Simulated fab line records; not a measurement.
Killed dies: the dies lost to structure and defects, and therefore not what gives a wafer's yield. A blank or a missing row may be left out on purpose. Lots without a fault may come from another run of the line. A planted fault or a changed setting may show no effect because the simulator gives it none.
fab line records | flow gf180mcu
record lots=14 wafers=42 lastDay=33
route steps=602 shown NWELL@51 LVPWELL@61 MVPSD@85 POLY_GATE@171
lots that met no fault: from a run of the same line without faults
startH: hours from the record's first day to the start of the lot's first wafer shown | waitH: hours since the lot's step before | " repeats the value in the row above | L1.1+2: several wafers, shown together as one row | - no value, or no start was given | * or withheld: withheld | < > ~ a bound
route shown NAME@n: NAME is a module with steps in the file, n the number in the route of the first one | usual: mean and standard deviation over wafers with no fault | same: alike in all rows | chamber/n: place in a boat | sites: readings site by site | _std_site: standard deviation of those values | _edge_site: inner sites' mean taken away from outer sites' mean | radiusMm: for every site, how far away it sits from the centre of the wafer | mask NAME#n: copy n | behind: the last tool/chamber to shape the wafer | hold: reason for holding the lot/hours on hold/outcome of the hold | device: the n, p or np transistor that did not switch | end of line: the route-end tests of the same wafers | a step without rows: its recipe alone | killed: the dies lost at the first sort to structure and to defects; this is not the yield of the wafer | map: per-die view of a wafer (x killed, . not killed, _ where there is no die)
set.NAME: the setting the step ran with; set.NAME@STEP: the setting that earlier step ran with | model.NAME: the simulator's own value behind a step, which no gauge read
one table for each step of the route and one row for each wafer, over a sample of lots
services: the hour from which a tool's chamber was out of use, counted from the record's first day as startH (under 0 if before that day), plus the number of hours and why
## steps
# step GF_NWELL_IMPLANT_09
# recipe species=P energyKev=160 doseCm2=4e+12 tiltDeg=0
# usual beamEnergyKeV=160.00/0.051
# columns lot.wafer tool chamber startH waitH beamEnergyKeV
L331.2 implanter-02 0 58.37 0.1 159.98
L331.3 " 0 " " 160.05
L331.6 " 0 " " 159.94
L332.1 implanter-02 0 61.02 0.1 159.97
L332.5 " 0 " " 159.97
L332.6 " 0 " " 159.92
L333.4 implanter-02 0 69.47 0.1 159.94
L333.5 " 0 " " 159.97
L333.6 " 0 " " 159.95
L334.1 implanter-01 0 73.28 0.1 160.04
L334.3 " 0 " " 160.04
L334.5 " 0 " " 159.98
L335.2 implanter-01 0 76.66 0.1 159.90
L335.5 " 0 " " 160.01
L335.6 " 0 " " 160.04
L336.1 implanter-02 0 81.92 0.1 160.01
L336.2 " 0 " " 160.07
L336.3 " 0 " " 160.05
L337.2 implanter-02 0 87.94 0.1 159.94
L337.4 " 0 " " 159.87
L337.5 " 0 " " 159.94
L338.2 implanter-02 0 91.84 0.1 170.20
L338.3 " 0 " " 170.19
L338.4 " 0 " " 170.19
L340.1 implanter-02 0 102.98 0.1 170.19
L340.3 " 0 " " 170.20
L340.6 " 0 " " 170.20
L344.1 implanter-01 0 126.97 0.1 160.11
L344.2 " 0 " " 160.04
L344.6 " 0 " " 159.98
L345.2 implanter-04 0 132.67 0.1 160.05
L345.5 " 0 " " 159.96
L345.6 " 0 " " 159.98
L347.2 implanter-01 0 143.22 0.1 160.02
L347.3 " 0 " " 159.95
L347.4 " 0 " " 159.96
L348.1 implanter-04 0 149.13 0.1 160.02
L348.4 " 0 " " 160.02
L348.6 " 0 " " 160.10
L350.2 implanter-01 0 158.57 0.1 160.04
L350.5 " 0 " " 160.14
L350.6 " 0 " " 160.06
# step GF_LVPWELL_OVL_MEAS_07
# usual LVPWELL_OVL=-1.8/1.3
# columns lot.wafer tool chamber startH waitH LVPWELL_OVL[nm]
L331.2 overlay-01 - 71.77 - -2.4
L331.3 " - " " -0.5
L331.6 " - " " -0.9
L332.1 overlay-01 - 73.80 - -2.0
L332.5 " - " " -1.1
L332.6 " - " " -3.6
L333.4 overlay-02 - 82.76 - -4.0
L333.5 " - " " -4.9
L333.6 " - " " -4.4
L334.1 overlay-02 - 86.86 - 0.0
L334.3 " - " " -1.5
L334.5 " - " " -1.8
L335.2 overlay-01 - 89.85 - 0.4
L335.5 " - " " -0.2
L335.6 " - " " 0.5
L336.1 overlay-02 - 96.05 - -1.0
L336.2 " - " " -0.9
L336.3 " - " " -2.1
L337.2 overlay-01 - 101.70 - -2.5
L337.4 " - " " -2.5
L337.5 " - " " -1.3
L338.2 overlay-02 - 105.97 - -1.8
L338.3 " - " " -1.1
L338.4 " - " " -1.4
L340.1 overlay-01 - 117.46 - -3.5
L340.3 " - " " -1.6
L340.6 " - " " -2.9
L344.1 overlay-01 - 141.95 - -1.4
L344.2 " - " " -2.0
L344.6 " - " " -1.2
L345.2 overlay-01 - 148.60 - -1.6
L345.5 " - " " -0.6
L345.6 " - " " -1.4
L347.2 overlay-01 - 158.72 - -1.2
L347.3 " - " " -0.9
L347.4 " - " " -1.8
L348.1 overlay-02 - 164.91 - -2.9
L348.4 " - " " -1.6
L348.6 " - " " -1.1
L350.2 overlay-01 - 174.70 - -2.4
L350.5 " - " " -1.3
L350.6 " - " " -0.9
# step GF_MVPSD_OVL_MEAS_07
# usual MVPSD_OVL=0.1/1.4
# columns lot.wafer tool chamber startH waitH MVPSD_OVL[nm]
L331.2 overlay-01 - 98.77 - 1.9
L331.3 " - " " -0.3
L331.6 " - " " 0.0
L332.1 overlay-02 - 101.98 - 0.0
L332.5 " - " " 1.5
L332.6 " - " " -0.2
L333.4 overlay-01 - 110.98 - 2.0
L333.5 " - " " 1.8
L333.6 " - " " 2.2
L334.1 overlay-01 - 115.11 - 0.8
L334.3 " - " " 0.3
L334.5 " - " " -1.4
L335.2 overlay-02 - 118.14 - -1.8
L335.5 " - " " 0.5
L335.6 " - " " 0.6
L336.1 overlay-01 - 124.21 - -0.6
L336.2 " - " " 2.8
L336.3 " - " " 0.5
L337.2 overlay-02 - 131.17 - 0.2
L337.4 " - " " -0.6
L337.5 " - " " 0.1
L338.2 overlay-02 - 136.22 - 1.2
L338.3 " - " " 1.4
L338.4 " - " " 1.0
L340.1 overlay-02 - 148.68 - -0.9
L340.3 " - " " 0.4
L340.6 " - " " 0.4
L344.1 overlay-02 - 173.93 - 0.8
L344.2 " - " " 0.2
L344.6 " - " " 1.2
L345.2 overlay-02 - 180.69 - -0.7
L345.5 " - " " -0.5
L345.6 " - " " -1.3
L347.2 overlay-02 - 191.22 - 1.1
L347.3 " - " " 1.1
L347.4 " - " " -0.3
L348.1 overlay-02 - 198.61 - 0.3
L348.4 " - " " 0.7
L348.6 " - " " 0.7
L350.2 overlay-01 - 208.49 - 1.9
L350.5 " - " " 1.5
L350.6 " - " " 2.4
# step GF_POLY_GATE_STRIP_14
# recipe chemistry=O2/N2 powerW=1400 pressureMtorr=1500 platenTempC=250 o2FlowSccm=3000 n2FlowSccm=300 overashFraction=0.5
# usual drypumpMotorCurrentA=5.44/0.28 heaterPowerW=307/28 n2FlowSccm=300.0/0.88 oesProductAu=0.508/0.0048
# columns lot.wafer tool chamber startH waitH drypumpMotorCurrentA heaterPowerW n2FlowSccm oesProductAu rfHoursCounterH
L331.2 plasmaAsher-01 0 199.74 0.0 5.74 386 299.6 0.513 61
L331.3 " 1 " " 6.20 298 299.9 0.508 -
L331.6 " 1 " " 6.19 287 300.1 0.508 -
L332.1 plasmaAsher-04 0 203.91 0.0 5.47 288 298.5 0.505 9
L332.5 " 0 " " 5.51 280 300.4 0.513 -
L332.6 " 1 " " 5.28 314 300.3 0.505 -
L333.4 plasmaAsher-02 1 212.81 0.1 4.96 303 300.5 0.518 -
L333.5 " 1 " " 4.96 302 299.3 0.503 -
L333.6 " 0 " " 5.62 352 300.3 0.511 -
L334.1 plasmaAsher-04 0 216.82 0.0 5.48 280 298.0 0.513 10
L334.3 " 1 " " 5.26 313 300.2 0.504 -
L334.5 " 0 " " 5.49 282 299.1 0.502 -
L335.2 plasmaAsher-04 1 223.46 0.0 5.28 306 300.5 0.510 11
L335.5 " 0 " " 5.50 288 300.6 0.513 -
L335.6 " 1 " " 5.31 310 299.7 0.511 -
L336.1 plasmaAsher-04 1 228.79 0.0 5.28 308 300.1 0.508 11
L336.2 " 0 " " 5.49 287 300.7 0.511 11
L336.3 " 1 " " 5.28 300 302.5 0.509 -
L337.2 plasmaAsher-04 1 238.49 0.0 5.28 303 300.4 0.500 12
L337.4 " 1 " " 5.30 311 299.2 0.511 -
L337.5 " 1 " " 5.28 308 299.4 0.511 -
L338.2 plasmaAsher-02 1 247.14 0.0 4.95 298 299.2 0.503 41
L338.3 " 1 " " 4.96 300 299.4 0.505 -
L338.4 " 0 " " 5.58 351 299.7 0.506 -
L340.1 plasmaAsher-04 0 261.19 0.0 5.46 282 299.2 0.510 15
L340.3 " 0 " " 5.49 289 299.5 0.507 -
L340.6 " 1 " " 5.27 306 300.3 0.498 -
L344.1 plasmaAsher-04 1 287.54 0.0 5.29 304 300.5 0.508 17
L344.2 " 0 " " 5.48 276 301.2 0.510 17
L344.6 " 0 " " 5.45 278 299.7 0.511 -
L345.2 plasmaAsher-04 1 294.52 0.0 5.31 311 300.5 0.510 18
L345.5 " 1 " " 5.29 307 299.9 0.510 -
L345.6 " 0 " " 5.51 284 299.1 0.508 -
L347.2 plasmaAsher-02 1 310.25 0.0 4.96 300 301.3 0.508 47
L347.3 " 0 " " 5.59 348 300.4 0.506 -
L347.4 " 1 " " 4.95 305 300.8 0.511 -
L348.1 plasmaAsher-04 0 318.55 0.0 5.48 288 298.0 0.508 20
L348.4 " 0 " " 5.49 281 298.0 0.504 -
L348.6 " 1 " " 5.27 315 299.6 0.508 -
L350.2 plasmaAsher-01 0 329.17 0.0 5.72 390 299.9 0.507 75
L350.5 " 1 " " 6.20 294 300.3 0.512 -
L350.6 " 0 " " 5.73 387 301.3 0.506 -
## services
# columns tool chamber startH hours kind
implanter-02 - 34.42 2.2 repair
implanter-01 - 52.41 7.1 pm
implanter-02 - 82.65 2.6 repair
implanter-02 - 97.24 4.3 pm
plasmaAsher-04 - 108.75 9.0 pm
plasmaAsher-04 0 108.75 9.0 ventCycle
plasmaAsher-04 1 108.75 9.0 ventCycle
plasmaAsher-04 0 117.75 - clean
plasmaAsher-04 1 117.75 - clean
implanter-02 - 136.10 2.8 repair
implanter-04 - 156.91 3.7 pm
implanter-04 - 174.72 4.8 pm
implanter-04 - 214.01 0.8 repair
implanter-04 - 236.37 4.6 repair
plasmaAsher-02 - 247.49 0.9 repair
implanter-04 - 263.45 2.0 repair
implanter-04 - 289.63 2.1 repair
implanter-02 - 312.89 1.0 repair
## key
firstSign step=GF_NWELL_IMPLANT_09 reading=beamEnergyKeV direction=up sigmas=99+ usual=160.00 struck=170.19
effect none on later readings
metAt GF_NWELL_IMPLANT_09
struckLots L338,L340
testerLeftOut L338,L340
notActingAt GF_LVPWELL_OVL_MEAS_07,GF_MVPSD_OVL_MEAS_07,GF_POLY_GATE_STRIP_14
onsetBetween 87.94 91.84
fault kind=processParameterDrift tool=implanter-02 chamber=- onsetH=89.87 steps=GF_NWELL_IMPLANT_09 channel=energyKev offset=10.177 shape=step endH=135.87 actsIn=theseRecipesOnly stated=160
# testerLeftOut: of these lots the tester's yield and bins aren't shown, on N5 and GAA mostly nor the transistor test; their killed dies are dies lost to structure and defects alone, not to doping, threshold or leakage, so they don't give the yield
